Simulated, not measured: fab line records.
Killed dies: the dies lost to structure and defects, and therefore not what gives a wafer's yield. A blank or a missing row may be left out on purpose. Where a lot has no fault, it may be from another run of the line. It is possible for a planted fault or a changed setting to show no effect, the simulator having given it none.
Which of the tools did it? -- flow sfq_line -- 14 lots, 42 wafers sampled, at 2 steps of a route of 325

== WHAT THE GAUGES READ, wafer by wafer ==
SFQ_M0_RS_MEAS_904: uses a four-point probe to measure. Usual: M0_NB_RS typically reads 0.892 ohm/sq, with standard deviation 0.01.
lot,measured,on,M0_NB_RS (ohm/sq),flag
L532,day 7 19:22,film_metro-01,0.891 0.879 0.886,
L533,day 8 01:10,film_metro-01,0.892 0.896 0.884,
L534,day 8 09:35,film_metro-02,0.888 0.883 0.888,
L535,day 8 23:30,film_metro-03,0.900 0.900 0.914,
L537,day 9 11:55,film_metro-01,0.885 0.899 0.880,
L538,day 9 16:43,film_metro-01,0.888 0.902 0.890,
L540,day 10 02:22,film_metro-02,0.879 0.867 0.876,
L542,day 10 12:02,film_metro-03,0.893 0.905 0.902,
L543,day 10 15:37,film_metro-01,0.910 0.913 0.904,
L544,day 10 22:52,film_metro-02,0.892 0.892 0.894,
L545,day 11 07:13,film_metro-01,0.933 0.896 0.886,
L548,day 12 10:57,film_metro-02,0.930 0.885 0.885,
L552,day 13 12:55,film_metro-02,0.901 0.900 0.890,
L554,day 14 03:19,film_metro-02,0.877 0.871 0.883,

== TOOL THAT RAN EACH LOT (tool first, then ch and the chambers of the sampled wafers, then the start) ==
lot,SFQ_TRILAYER_M0_DEP_SPUTTER_019
L532,"pvd_sputter-05, day 7 19:16"
L533,"pvd_sputter-05, day 8 01:04"
L534,"pvd_sputter-04, day 8 09:28"
L535,"pvd_sputter-06, day 8 23:25"
L537,"pvd_sputter-05, day 9 11:50"
L538,"pvd_sputter-06, day 9 16:38"
L540,"pvd_sputter-05, day 10 02:14"
L542,"pvd_sputter-05, day 10 11:56"
L543,"pvd_sputter-04, day 10 15:32"
L544,"pvd_sputter-04, day 10 22:44"
L545,"pvd_sputter-04, day 11 07:08"
L548,"pvd_sputter-04, day 12 10:52"
L552,"pvd_sputter-05, day 13 12:49"
L554,"pvd_sputter-05, day 14 03:13"
- SFQ_TRILAYER_M0_DEP_SPUTTER_019: material Nb, target thk 200 nm, time 133.3 s.

== WHAT THE TOOLS THEMSELVES READ (means of the sampled wafers that have a number; where no wafer has one, the mark that the record gives instead) ==
SFQ_TRILAYER_M0_DEP_SPUTTER_019. Usual: chamber_pressure_pa 0.13328 Pa, standard deviation 0.00024; throttle_valve_pct 29.7 %, standard deviation 0.76.
lot,tool,chamber_pressure_pa (Pa),throttle_valve_pct (%),flag
L532,pvd_sputter-05,0.13336,29.1,
L533,pvd_sputter-05,0.13326,29.4,
L534,pvd_sputter-04,0.13355,30.2,
L535,pvd_sputter-06,0.13317,29.3,
L537,pvd_sputter-05,0.13316,29.2,
L538,pvd_sputter-06,0.13330,29.2,
L540,pvd_sputter-05,0.13326,29.6,
L542,pvd_sputter-05,0.13314,29.7,
L543,pvd_sputter-04,0.13351,30.1,
L544,pvd_sputter-04,0.13340,30.2,
L545,pvd_sputter-04,0.13324,30.1,
L548,pvd_sputter-04,0.13316,30.5,
L552,pvd_sputter-05,0.13328,29.5,
L554,pvd_sputter-05,0.13328,29.5,

== THE ANSWER, worked out from the rows above alone ==
Rule: lot off if the mean of its wafers having a number is beyond 3 standard deviations from the usual mean. A lot without any number at a reading at which 4 lots or more have one is off too. All remaining lots with rows at the step are treated as sound. First the gauges in route order, then the tools' own readings, where a lot's mean is used as printed above. At the first step where some lot is off, the reading lying furthest off is the one used; lots without a number count as furthest.
Across all readings shown, no lot is off: no conclusion can be drawn from this.

== WHAT HAD BEEN PUT IN BY THE SIMULATOR ==
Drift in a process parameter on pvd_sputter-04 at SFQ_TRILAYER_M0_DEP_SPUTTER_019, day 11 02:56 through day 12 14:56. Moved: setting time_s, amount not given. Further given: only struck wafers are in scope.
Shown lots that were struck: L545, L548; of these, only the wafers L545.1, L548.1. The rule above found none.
